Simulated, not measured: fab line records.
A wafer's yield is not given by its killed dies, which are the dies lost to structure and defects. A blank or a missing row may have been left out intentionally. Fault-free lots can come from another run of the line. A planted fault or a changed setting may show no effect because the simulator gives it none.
What tool caused it? / flow gf180mcu / Sampling: 11 lots, 33 wafers, 5 of 602 route steps

WHAT THE GAUGES READ, wafer by wafer
GF_M2_RS_MEAS_05: uses a four-point probe to measure. Usual: M2_ALCU_RS 0.0694 ohm/sq, standard deviation 0.0006.
lot=L702; measured=day 17 21:21; on=film metro-04; M2_ALCU_RS (ohm/sq)=0.0697 0.0695 0.0694; flag=
lot=L703; measured=day 18 08:46; on=film metro-03; M2_ALCU_RS (ohm/sq)=0.0690 0.0691 0.0687; flag=
lot=L704; measured=day 18 20:33; on=film metro-01; M2_ALCU_RS (ohm/sq)=0.0700 0.0696 0.0702; flag=
lot=L707; measured=day 20 04:52; on=film metro-04; M2_ALCU_RS (ohm/sq)=0.0694 0.0692 0.0699; flag=
lot=L710; measured=day 21 05:10; on=film metro-03; M2_ALCU_RS (ohm/sq)=0.0706 0.0704 0.0695; flag=
lot=L717; measured=day 23 23:13; on=film metro-04; M2_ALCU_RS (ohm/sq)=0.0693 0.0700 0.0700; flag=
lot=L718; measured=day 24 05:56; on=film metro-01; M2_ALCU_RS (ohm/sq)=0.0696 0.0695 0.0697; flag=
lot=L721; measured=day 25 02:17; on=film metro-03; M2_ALCU_RS (ohm/sq)=0.0682 0.0682 0.0689; flag=
lot=L723; measured=day 25 17:48; on=film metro-04; M2_ALCU_RS (ohm/sq)=0.0690 0.0703 0.0698; flag=
lot=L724; measured=day 26 02:34; on=film metro-04; M2_ALCU_RS (ohm/sq)=0.0687 0.0691 0.0693; flag=
lot=L725; measured=day 26 09:38; on=film metro-03; M2_ALCU_RS (ohm/sq)=0.0679 0.0682 0.0689; flag=

GF_M2_THK_MEAS_06: measures by xrf. Usual: M2_ALCU_THK 455 nm, standard deviation 4.9.
lot=L702; measured=day 17 21:28; on=film metro-04; M2_ALCU_THK (nm)=452 450 453; flag=
lot=L703; measured=day 18 08:52; on=film metro-03; M2_ALCU_THK (nm)=455 454 460; flag=
lot=L704; measured=day 18 20:40; on=film metro-01; M2_ALCU_THK (nm)=452 459 453; flag=
lot=L707; measured=day 20 04:58; on=film metro-04; M2_ALCU_THK (nm)=452 456 450; flag=
lot=L710; measured=day 21 05:17; on=film metro-03; M2_ALCU_THK (nm)=444 471 451; flag=
lot=L717; measured=day 23 23:19; on=film metro-04; M2_ALCU_THK (nm)=456 452 449; flag=
lot=L718; measured=day 24 06:04; on=film metro-01; M2_ALCU_THK (nm)=460 462 460; flag=
lot=L721; measured=day 25 02:23; on=film metro-03; M2_ALCU_THK (nm)=458 458 454; flag=
lot=L723; measured=day 25 17:53; on=film metro-04; M2_ALCU_THK (nm)=453 448 449; flag=
lot=L724; measured=day 26 02:40; on=film metro-04; M2_ALCU_THK (nm)=458 453 454; flag=
lot=L725; measured=day 26 09:45; on=film metro-03; M2_ALCU_THK (nm)=459 459 452; flag=

TOOL THAT RAN EACH LOT (tool first, then ch and the chambers of the sampled wafers, then the start)
lot=L702; GF_V1_ETCH_16=rie diel-03 ch 0,2,3, day 17 19:46; GF_M2_SPUTTER_02=pvd sputter-01, day 17 21:16; GF_M2_SPUTTER_04=pvd sputter-01, day 17 21:19
lot=L703; GF_V1_ETCH_16=rie diel-04 ch 1,2,3, day 18 07:10; GF_M2_SPUTTER_02=pvd sputter-04, day 18 08:39; GF_M2_SPUTTER_04=pvd sputter-04, day 18 08:42
lot=L704; GF_V1_ETCH_16=rie diel-03 ch 1,2,3, day 18 18:58; GF_M2_SPUTTER_02=pvd sputter-04, day 18 20:28; GF_M2_SPUTTER_04=pvd sputter-04, day 18 20:31
lot=L707; GF_V1_ETCH_16=rie diel-02 ch 0,2,3, day 20 03:16; GF_M2_SPUTTER_02=pvd sputter-04, day 20 04:45; GF_M2_SPUTTER_04=pvd sputter-04, day 20 04:48
lot=L710; GF_V1_ETCH_16=rie diel-04 ch 1,2,3, day 21 03:34; GF_M2_SPUTTER_02=pvd sputter-04, day 21 05:03; GF_M2_SPUTTER_04=pvd sputter-04, day 21 05:07
lot=L717; GF_V1_ETCH_16=rie diel-03 ch 0,1,2, day 23 21:37; GF_M2_SPUTTER_02=pvd sputter-01, day 23 23:06; GF_M2_SPUTTER_04=pvd sputter-01, day 23 23:09
lot=L718; GF_V1_ETCH_16=rie diel-03 ch 0,2,3, day 24 04:22; GF_M2_SPUTTER_02=pvd sputter-01, day 24 05:51; GF_M2_SPUTTER_04=pvd sputter-01, day 24 05:54
lot=L721; GF_V1_ETCH_16=rie diel-02 ch 2,3, day 25 00:37; GF_M2_SPUTTER_02=pvd sputter-02, day 25 02:10; GF_M2_SPUTTER_04=pvd sputter-02, day 25 02:13
lot=L723; GF_V1_ETCH_16=rie diel-02 ch 1,2,3, day 25 16:11; GF_M2_SPUTTER_02=pvd sputter-04, day 25 17:40; GF_M2_SPUTTER_04=pvd sputter-04, day 25 17:43
lot=L724; GF_V1_ETCH_16=rie diel-03 ch 1,3, day 26 00:58; GF_M2_SPUTTER_02=pvd sputter-04, day 26 02:27; GF_M2_SPUTTER_04=pvd sputter-04, day 26 02:30
lot=L725; GF_V1_ETCH_16=rie diel-02 ch 1,2, day 26 08:03; GF_M2_SPUTTER_02=pvd sputter-02, day 26 09:32; GF_M2_SPUTTER_04=pvd sputter-02, day 26 09:35
- GF_V1_ETCH_16: etches BARC in N2/H2.
- GF_M2_SPUTTER_02: material AlCu, target thk 450 nm, time 23.9 s.
- GF_M2_SPUTTER_04: material TiN, target thk 50 nm, time 41.7 s.

WHAT THE TOOLS THEMSELVES READ (means of the sampled wafers that have a number; where no wafer has one, the mark that the record gives instead)
GF_V1_ETCH_16. Usual: drypump motor current A 5.8 A, standard deviation 0.52; oes product au 0.855 a.u., standard deviation 0.0057; throttle valve pct 13.225 %, standard deviation 0.0096.
lot=L702; tool=rie diel-03; drypump motor current A (A)=6.1; oes product au (a.u.)=0.854; throttle valve pct (%)=13.227; flag=
lot=L703; tool=rie diel-04; drypump motor current A (A)=5.2; oes product au (a.u.)=0.858; throttle valve pct (%)=13.215; flag=
lot=L704; tool=rie diel-03; drypump motor current A (A)=6.2; oes product au (a.u.)=0.860; throttle valve pct (%)=13.227; flag=
lot=L707; tool=rie diel-02; drypump motor current A (A)=5.6; oes product au (a.u.)=0.847; throttle valve pct (%)=13.221; flag=
lot=L710; tool=rie diel-04; drypump motor current A (A)=5.3; oes product au (a.u.)=0.857; throttle valve pct (%)=13.227; flag=
lot=L717; tool=rie diel-03; drypump motor current A (A)=5.8; oes product au (a.u.)=0.859; throttle valve pct (%)=13.225; flag=
lot=L718; tool=rie diel-03; drypump motor current A (A)=6.1; oes product au (a.u.)=0.852; throttle valve pct (%)=13.221; flag=
lot=L721; tool=rie diel-02; drypump motor current A (A)=5.6; oes product au (a.u.)=0.847; throttle valve pct (%)=13.215; flag=
lot=L723; tool=rie diel-02; drypump motor current A (A)=5.5; oes product au (a.u.)=0.854; throttle valve pct (%)=13.228; flag=
lot=L724; tool=rie diel-03; drypump motor current A (A)=6.5; oes product au (a.u.)=0.854; throttle valve pct (%)=13.228; flag=
lot=L725; tool=rie diel-02; drypump motor current A (A)=5.2; oes product au (a.u.)=0.860; throttle valve pct (%)=13.219; flag=

GF_M2_SPUTTER_02. Usual: 29.6 % for throttle valve pct, sd 1.1.
lot=L702; tool=pvd sputter-01; throttle valve pct (%)=29.8; flag=
lot=L703; tool=pvd sputter-04; throttle valve pct (%)=28.8; flag=
lot=L704; tool=pvd sputter-04; throttle valve pct (%)=29.3; flag=
lot=L707; tool=pvd sputter-04; throttle valve pct (%)=29.3; flag=
lot=L710; tool=pvd sputter-04; throttle valve pct (%)=29.4; flag=
lot=L717; tool=pvd sputter-01; throttle valve pct (%)=30.1; flag=
lot=L718; tool=pvd sputter-01; throttle valve pct (%)=30.4; flag=
lot=L721; tool=pvd sputter-02; throttle valve pct (%)=30.4; flag=
lot=L723; tool=pvd sputter-04; throttle valve pct (%)=29.3; flag=
lot=L724; tool=pvd sputter-04; throttle valve pct (%)=29.2; flag=
lot=L725; tool=pvd sputter-02; throttle valve pct (%)=30.0; flag=

GF_M2_SPUTTER_04. Usual: 29.6 % for throttle valve pct, sd 1.
lot=L702; tool=pvd sputter-01; throttle valve pct (%)=29.7; flag=
lot=L703; tool=pvd sputter-04; throttle valve pct (%)=28.9; flag=
lot=L704; tool=pvd sputter-04; throttle valve pct (%)=29.4; flag=
lot=L707; tool=pvd sputter-04; throttle valve pct (%)=29.2; flag=
lot=L710; tool=pvd sputter-04; throttle valve pct (%)=29.2; flag=
lot=L717; tool=pvd sputter-01; throttle valve pct (%)=30.2; flag=
lot=L718; tool=pvd sputter-01; throttle valve pct (%)=30.5; flag=
lot=L721; tool=pvd sputter-02; throttle valve pct (%)=30.4; flag=
lot=L723; tool=pvd sputter-04; throttle valve pct (%)=29.3; flag=
lot=L724; tool=pvd sputter-04; throttle valve pct (%)=29.2; flag=
lot=L725; tool=pvd sputter-02; throttle valve pct (%)=30.1; flag=

THE ANSWER, worked out from the rows above alone
Rule: lot off if the mean of its wafers having a number is beyond 3 standard deviations from the usual mean. Also off: a lot with no number at a reading for which 4 or more lots have one. All remaining lots with rows at the step are treated as sound. The gauges are gone through in route order, then the tools' own readings, and for those a lot's mean is taken as printed above. The first step at which some lot is off is used, and at that step the reading that is off furthest; a lot without a number counts as furthest.
No lot is off at any reading shown: from this, nothing can be told.

WHAT THE SIMULATOR HAD INSERTED
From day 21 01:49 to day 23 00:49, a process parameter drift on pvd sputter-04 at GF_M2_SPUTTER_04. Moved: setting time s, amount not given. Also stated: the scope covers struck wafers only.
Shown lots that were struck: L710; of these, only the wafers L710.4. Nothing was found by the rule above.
